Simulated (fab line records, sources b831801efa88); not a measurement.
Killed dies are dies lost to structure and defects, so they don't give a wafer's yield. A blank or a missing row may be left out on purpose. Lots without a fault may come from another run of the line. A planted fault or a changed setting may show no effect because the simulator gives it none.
Chamber matching | flow gf180mcu | GF_PASSIVATION_ETCH_11 on rie_diel-01: 4 sister chambers
The step etches the open film in CF4/O2, stops on TiN, target depth 1800 nm, time 400 s. 4 wafers are shown with their chamber, then 8 later ones without.

WAFERS WITH THEIR CHAMBER
wafer  | chamber | drypump_motor_current_A (A)
L087.4 | 0       | 6.2
L088.5 | 2       | 6.1
L088.6 | 3       | 6.4
L089.1 | 1       | 6.1

WAFERS WITHOUT THEIR CHAMBER
wafer  | drypump_motor_current_A (A)
L089.2 | 6.4
L089.4 | 6.4
L095.1 | 6.2
L095.3 | 6.2
L095.5 | 6.2
L097.3 | 6.2
L097.5 | 6.4
L097.6 | 6.3

WHICH CHAMBER EACH WENT THROUGH
wafer  | from the rows above     | in truth
L089.2 | 3                       | 3
L089.4 | 3                       | 3
L095.1 | 0                       | 0
L095.3 | 0                       | 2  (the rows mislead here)
L095.5 | 0                       | 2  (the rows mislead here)
L097.3 | 0                       | 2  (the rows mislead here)
L097.5 | 3                       | 3
L097.6 | can't be placed: 0 or 3 | 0
Placed correctly: 4 of 8. Can't be placed from these rows: 1 (the true chamber is among the candidates in 1). Placed wrongly: 3.
How it was worked out, from the rows above alone: a wafer's distance from a chamber is the root of the sum, over the readings, of the square of ((its reading less the chamber's mean) divided by the reading's scatter). The wafer belongs to the nearest chamber; if the next one is less than 2 further off, it can't be placed. A chamber's mean is the mean of its shown wafers. The scatter: with one shown wafer a chamber, the root of the mean of the squares of how far each hidden wafer lies from its nearest shown one.
